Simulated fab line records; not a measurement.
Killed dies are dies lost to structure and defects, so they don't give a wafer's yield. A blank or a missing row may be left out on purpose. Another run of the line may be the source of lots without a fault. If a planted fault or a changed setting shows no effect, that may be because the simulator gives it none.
Matching of chambers | flow gf180mcu | GF_V3_CMP_26 on cmp-02 has 4 sister chambers
The step polishes, stops on SiO2, t overpolish 15 s, target thk 0 nm. 22 wafers are shown with their chamber, then 11 later ones without.

EACH WAFER AND ITS CHAMBER
wafer  | chamber | motor-current-A (A) | time-to-endpoint-s (s) | overpolish-run-s (s)
L075.2 | 0       | 12.0                | 79                     | 15.006
L075.3 | 1       | 12.2                | 73                     | 14.973
L075.6 | 1       | 11.8                | 76                     | 14.998
L077.1 | 3       | 9.9                 | 71                     | 15.007
L077.3 | 0       | 11.2                | 81                     | 14.979
L077.4 | 2       | 9.5                 | 78                     | 15.002
L078.2 | 3       | 9.4                 | 75                     | 14.975
L078.3 | 1       | 11.7                | 73                     | 14.997
L078.5 | 2       | 9.4                 | 79                     | 14.998
L079.1 | 3       | 10.1                | 76                     | 15.011
L079.2 | 1       | 11.4                | 75                     | 14.995
L079.3 | 2       | 9.7                 | 84                     | 15.011
L080.1 | 1       | 12.0                | 78                     | 15.000
L080.2 | 3       | 9.7                 | 75                     | 14.999
L080.3 | 0       | 11.3                | 82                     | 14.999
L085.1 | 0       | 10.9                | 83                     | 14.980
L085.4 | 3       | 9.4                 | 76                     | 14.988
L085.6 | 3       | 9.9                 | 78                     | 15.020
L086.1 | 3       | 10.0                | 78                     | 15.001
L086.2 | 0       | 11.7                | 84                     | 14.995
L086.3 | 1       | 12.1                | 73                     | 14.993
L087.1 | 3       | 9.7                 | 78                     | 15.001

SIGNATURES (averages over the wafers above)
reading            | chamber 0 | chamber 1 | chamber 2 | chamber 3 | scatter within a chamber
motor-current-A    | 11.420    | 11.867    | 9.533     | 9.762     | 0.308
time-to-endpoint-s | 81.80     | 74.67     | 80.33     | 75.88     | 2.31
overpolish-run-s   | 14.99180  | 14.99267  | 15.00367  | 15.00025  | 0.0118
Rule: distance of a wafer from a chamber = root of the sum over the readings of ((wafer's reading minus chamber's mean) / reading's scatter) squared. The wafer belongs to the nearest chamber; if the next one is less than 2 further off, it can't be placed. The scatter is the square root of a quotient: the sum, over the shown wafers, of each reading's squared deviation from its chamber's mean, divided by wafers minus chambers.

WAFERS WITHOUT THEIR CHAMBER
wafer  | motor-current-A (A) | time-to-endpoint-s (s) | overpolish-run-s (s)
L087.4 | 9.6                 | 84                     | 14.993
L087.5 | 9.6                 | 75                     | 15.006
L088.1 | 9.3                 | 72                     | 15.005
L088.3 | 11.3                | 78                     | 15.005
L088.4 | 11.8                | 70                     | 15.024
L089.2 | 9.7                 | 72                     | 14.990
L089.4 | 9.6                 | 76                     | 15.005
L089.5 | 12.0                | 74                     | 14.998
L090.2 | 11.7                | 80                     | 15.008
L090.3 | 11.7                | 72                     | 14.998
L090.4 | 10.0                | 71                     | 15.002

EACH ONE'S CHAMBER
wafer  | from the rows above     | in truth
L087.4 | can't be placed: 2 or 3 | 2
L087.5 | can't be placed: 3 or 2 | 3
L088.1 | can't be placed: 3 or 2 | 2
L088.3 | can't be placed: 0 or 1 | 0
L088.4 | 1                       | 1
L089.2 | can't be placed: 3 or 2 | 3
L089.4 | can't be placed: 3 or 2 | 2
L089.5 | 1                       | 1
L090.2 | can't be placed: 0 or 1 | 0
L090.3 | 1                       | 1
L090.4 | 3                       | 3
Correctly placed: 4 of 11. From these rows, 7 cannot be placed; in 7 the true chamber is one of the candidates. Placed wrongly: 0.
